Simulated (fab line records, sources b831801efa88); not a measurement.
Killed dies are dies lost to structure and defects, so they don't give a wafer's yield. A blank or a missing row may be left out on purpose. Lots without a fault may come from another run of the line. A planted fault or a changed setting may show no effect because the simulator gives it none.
Problem report in the 8D (eight disciplines) form, filled by code | flow gf180mcu | the parts of the form that need people (team, actions taken, sign-off) are left out

1. THE PROBLEM
cd_nm at GF_CONTACT_CD_MEAS_14 reads a mean of 210.6 nm on 3 wafers of 2 lots; wafers without a fault read 219.9 nm with a standard deviation of 1.4. That is -6.7 standard deviations from the usual mean.
The step: target cd 220 nm.
First seen on wafer L209.1, day 21 19:30, on cd_sem-02. The record holds 40 wafers of 14 lots with a number at this step. Rule for "out", or "out of limits": more than 4 standard deviations from the usual mean. The other wafers with a number count as sound.

2. WHAT IT IS AND WHAT IT IS NOT
question                    | is                     | is not
which readings at this step | cd_nm                  | -
which lots                  | L209, L211             | L194, L196, L198, L199, L200, L202, L204, L212, L213, L214, L216, L217
which wafers of those lots  | L209.1, L209.3, L211.1 | L211.4
read on which gauges        | cd_sem-01, cd_sem-02   | -
when                        | from day 21 19:30      | up to then (21 sound wafers); but 16 sound wafers of L211, L212, L213, L214, L216, L217 came after

3. SUSPECTS, AND WHAT RULES EACH OUT
Counting: a tool at a process step up to the reading stays a suspect if it ran every lot that is out. Sound lots after the first of them don't rule it out here, since some wafers of a struck lot are sound.
- the gauge at GF_CONTACT_CD_MEAS_14: ruled out. The wafers that are out were read on 2 gauges (cd_sem-01, cd_sem-02).
- krf_scanner-01 at GF_CONTACT_EXPOSE_11 (exposes mask Contact, target cd 220 nm): kept. It ran every lot that is out, first L209 (day 21 07:07); its last sound lot up to then is L204 (day 20 01:10).
Left after counting: krf_scanner-01 at GF_CONTACT_EXPOSE_11.

4. THE CAUSE (what the simulator had put in)
Process parameter drift: krf_scanner-01, from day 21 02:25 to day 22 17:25, at GF_CONTACT_EXPOSE_11. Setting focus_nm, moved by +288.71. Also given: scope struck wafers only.
Counting left only this tool.

5. THE CHAIN OF EFFECTS, in route order
Each row: a reading whose mean over the struck wafers that have a number lies more than 3 standard deviations from the usual. Only readings for which the record gives a usual standard deviation are gone through. hours: the time from each lot's start at the first step in this table that gives one to its start at this step, as a median over the lots. sigmas: the change in usual standard deviations.
hours | step                  | reading | usual    | on struck wafers | change | sigmas
0     | GF_CONTACT_CD_MEAS_14 | cd_nm   | 219.9 nm | 210.6            | -9.3   | -6.7
Later measuring or inspecting steps at which every struck wafer that the step has a row for has a number for every such reading, and none has moved that far: GF_CONTACT_OVL_MEAS_15.

6. WHAT WOULD HAVE CAUGHT IT SOONER
In this record the first reading out of limits at a measuring or inspecting step was taken at day 21 19:30, 17 hours after the fault began at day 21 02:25.
Of the tool readings at GF_CONTACT_EXPOSE_11 for which the record gives a usual standard deviation, none was out on any struck wafer, so an alarm limit of 4 standard deviations on them would not have fired.
Of the lots that are out (2), L211 began GF_CONTACT_EXPOSE_11 on krf_scanner-01 after day 21 19:30. A hold on the tool at that time would have spared it.
